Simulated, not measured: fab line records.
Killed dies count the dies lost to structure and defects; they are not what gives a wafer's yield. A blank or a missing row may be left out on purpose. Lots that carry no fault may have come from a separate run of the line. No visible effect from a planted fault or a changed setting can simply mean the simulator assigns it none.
Which of the tools did it?    flow sfqLine    18 wafers from 6 lots sampled at 2 of the route's 325 steps

## WHAT THE GAUGES READ, wafer by wafer
SFQ_I2_BOW_MEAS_917.
lot   measured      on            I2_BOW (um)
L305  day 38 15:53  filmMetro-03  13 3 -7
L307  day 38 21:32  filmMetro-03  -3 2 -20
L310  day 41 01:19  filmMetro-01  1 3 13
L313  day 42 17:34  filmMetro-04  -4 -8 10
L319  day 44 19:17  filmMetro-01  14 15 10
L323  day 46 08:37  filmMetro-04  7 2 11 - - -

## EACH LOT AND THE TOOL THAT RAN IT (in order: tool; ch and the chambers of the sampled wafers; start)
lot   SFQ_TRILAYER_I2_CMP_CMP_064
L305  cmp-02 ch 0,2,3, day 38 12:53
L307  cmp-01 ch 0,2,3, day 38 18:31
L310  cmp-02 ch 1,3, day 40 22:48
L313  cmp-02 ch 1,3, day 42 14:34
L319  cmp-01 ch 0,3, day 44 16:17
L323  cmp-02 ch 0,3, day 46 06:04
- SFQ_TRILAYER_I2_CMP_CMP_064: polishes SiO2.

## THE ANSWER, worked out from the rows above alone
Rule: usual is defined by the lots themselves. The widest of any qualifying gaps counts: lots, ordered by their means at a reading, are off when they make up no more than a third of the lots, leave a main group of 4 or more, and stand apart from it by 3 or more times the standard deviation of that group's means. Not used: any main group whose means are identical at the precision the tables above print for the reading. A lot without any number at a reading at which 4 lots or more have one is off too. All remaining lots with rows at the step are treated as sound.
No lot is off at any reading shown: from this, nothing can be told.

## WHAT HAD BEEN PUT IN BY THE SIMULATOR
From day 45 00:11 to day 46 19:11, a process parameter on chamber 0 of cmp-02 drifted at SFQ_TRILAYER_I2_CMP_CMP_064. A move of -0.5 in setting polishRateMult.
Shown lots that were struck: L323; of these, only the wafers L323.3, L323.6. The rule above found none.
